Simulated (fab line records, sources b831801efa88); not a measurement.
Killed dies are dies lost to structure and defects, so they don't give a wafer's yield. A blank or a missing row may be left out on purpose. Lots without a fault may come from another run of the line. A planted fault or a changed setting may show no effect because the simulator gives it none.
One fault seen from 2 desks | flow sky130 | each desk has only its own numbers; what lay behind them comes last

THE METROLOGY DESK
What the gauges read, lot by lot, whatever tool the lot ran on: means of the sampled wafers that have a number. A lot is out of limits, marked OUT, if its mean lies more than 4 standard deviations from the usual mean; the brackets give that distance.
Columns: A = NWELL_OXIDATION_THK at SKY_NWELL_THK_MEAS_02, usual 10.01 nm; B = METAL4_OVL at SKY_METAL4_OVL_MEAS_14, usual 5 nm; C = VIA4_BOW at SKY_VIA4_BOW_MEAS_03, usual 80 um
lot  | first seen here | A     | B  | C
L468 | day 2 20:28     | 10.26 | -2 | 77
L470 | day 2 22:22     | 9.76  | 6  | 95
L472 | day 3 04:35     | 10.10 | 5  | 80
L473 | day 3 15:48     | 10.18 | 1  | 74
L477 | day 4 12:46     | 9.96  | 5  | 79
L481 | day 5 13:08     | 10.00 | 8  | 88
L485 | day 6 03:53     | 9.84  | 9  | 76
L486 | day 6 12:09     | 9.91  | 5  | 67
L488 | day 6 19:05     | 10.00 | 4  | 71
L487 | day 6 19:06     | 9.85  | 7  | 85
L491 | day 7 13:52     | 10.01 | 6  | 81
This desk's finding: nothing out of limits on any of the 11 lots.

THE TOOL OWNER'S DESK: cmp-01
The tool's own readings at SKY_VIA4_CMP_02 (polishes SiO2): means of the sampled wafers that have a number, for each lot that ran on this tool. A lot is out of limits, marked OUT, if its mean lies more than 4 standard deviations from the usual mean; the brackets give that distance.
Columns: A = edge_zone_pressure_frac at SKY_VIA4_CMP_02, usual 0.999; B = motor_current_A at SKY_VIA4_CMP_02, usual 11.7 A; C = slurry_flow_ml_min at SKY_VIA4_CMP_02, usual 149.9
lot  | first seen here | A     | B    | C
L470 | day 42 09:51    | 0.993 | 11.2 | 150.1
L472 | day 42 16:17    | 0.999 | 12.4 | 149.8
L477 | day 44 09:08    | 0.998 | 12.8 | 150.1
L481 | day 45 15:45    | 0.992 | 11.9 | 149.9
This desk's finding: nothing out of limits on any of the 4 lots.

PUT TOGETHER
The metrology desk saw nothing out of limits.
The tool owner's desk saw nothing out of limits.

WHAT THE SIMULATOR HAD PUT IN
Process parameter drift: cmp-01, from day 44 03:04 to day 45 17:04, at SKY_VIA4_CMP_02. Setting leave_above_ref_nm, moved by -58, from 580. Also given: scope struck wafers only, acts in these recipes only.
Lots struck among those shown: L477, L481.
